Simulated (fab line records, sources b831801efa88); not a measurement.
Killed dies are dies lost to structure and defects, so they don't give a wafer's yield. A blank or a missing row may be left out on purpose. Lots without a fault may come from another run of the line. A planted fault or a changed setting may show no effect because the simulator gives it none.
A struck lot beside a sound one | flow sky130 | 15 steps out of a route of 708
Sound: wafers L555.2, L555.3, L555.6. Struck: wafers L558.1, L558.3, L558.4. The cause comes at the end.
At each step with rows: each side's tool, then ch and its chambers, then its first start. Under that, the readings that differ: sound wafers | struck wafers | difference of the means | sigmas: that difference in standard deviations of wafers without a fault.
alike: readings whose means differ by less than 2 such deviations, and words and numbers that are the same on both sides. not compared: withheld readings, readings that some wafer has no value for, bounds like >300 that may hide the same value, and numbers for which the record gives no deviation and whose values overlap.
The two part at a step that has a row with sigmas, a row that says differs or no value, or rows on one side only. Numbers that don't overlap but have no deviation are shown without sigmas and don't part them. A reading that every wafer of one side lacks parts them only if that side has two wafers or more.

first, 3 steps without rows for these wafers: SKY_VIA3_STRIP_17 (strips in post etch residue remover, time 1200 s); SKY_VIA3_CLEAN_18 (cleans in IPA, time 180 s); SKY_VIA3_CLEAN_19 (cleans in O3/DIW).
SKY_VIA3_SPUTTER_20: material TiN, target thk 20 nm, time 80 s.
  sound on pvd_sputter-03, day 42 01:50; struck on pvd_sputter-03, day 42 17:25
  alike: throttle_valve_pct
SKY_VIA3_CVD_21: deposits W, target thk 390 nm, time 117.31 s.
  sound on cvd_w-02 ch 0,1, day 42 01:53; struck on cvd_w-02 ch 0,1, day 42 17:29
  alike: heater_power_w
SKY_VIA3_RS_MEAS_22: measures by four-point-probe.
  sound on film_metro-01, day 42 02:02; struck on film_metro-01, day 42 17:36
  alike: VIA3_W_RS
SKY_VIA3_THK_MEAS_23: measures by xrf.
  sound on film_metro-01, day 42 02:09; struck on film_metro-01, day 42 17:43
  alike: VIA3_W_THK
SKY_VIA3_CMP_24: polishes, stops on SiO2, t overpolish 20 s, target thk 0 nm.
  sound on cmp-01 ch 0,2,3, day 42 02:15; struck on cmp-02 ch 0,1,2, day 42 18:12
  alike: edge_zone_pressure_frac, head_pressure_psi, motor_current_A, overpolish_run_s, time_to_endpoint_s
SKY_METAL4_SPUTTER_00: material Ti, target thk 15 nm, time 10 s.
  sound on pvd_sputter-01, day 42 02:30; struck on pvd_sputter-03, day 42 18:30
  alike: throttle_valve_pct
SKY_METAL4_SPUTTER_01: material TiN, target thk 20 nm, time 16.7 s.
  sound on pvd_sputter-01, day 42 02:31; struck on pvd_sputter-03, day 42 18:31
  alike: throttle_valve_pct
then, 2 steps without rows for these wafers: SKY_METAL4_SPUTTER_02 (material AlCu, target thk 735 nm, time 39.1 s); SKY_METAL4_SPUTTER_03 (material Ti, target thk 5 nm, time 3.3 s).
SKY_METAL4_SPUTTER_04: material TiN, target thk 70 nm, time 58.3 s.
  sound on pvd_sputter-01, day 42 02:36; struck on pvd_sputter-03, day 42 18:37
  reading                                    | sound             | struck            | difference | sigmas
  model.TiN_of_METAL4_SPUTTER_04.thk_nm (nm) | 69.72 69.19 68.49 | 74.61 74.35 74.89 | +5.48      |
  alike: throttle_valve_pct
then, 2 steps without rows for these wafers: SKY_CAP2M_CVD_00 (deposits SiO2, target thk 15.5 nm); SKY_PAD_OPEN_PROBE_99.

WHERE THEY PART
Nowhere in this record.

WHY: what the simulator had put in
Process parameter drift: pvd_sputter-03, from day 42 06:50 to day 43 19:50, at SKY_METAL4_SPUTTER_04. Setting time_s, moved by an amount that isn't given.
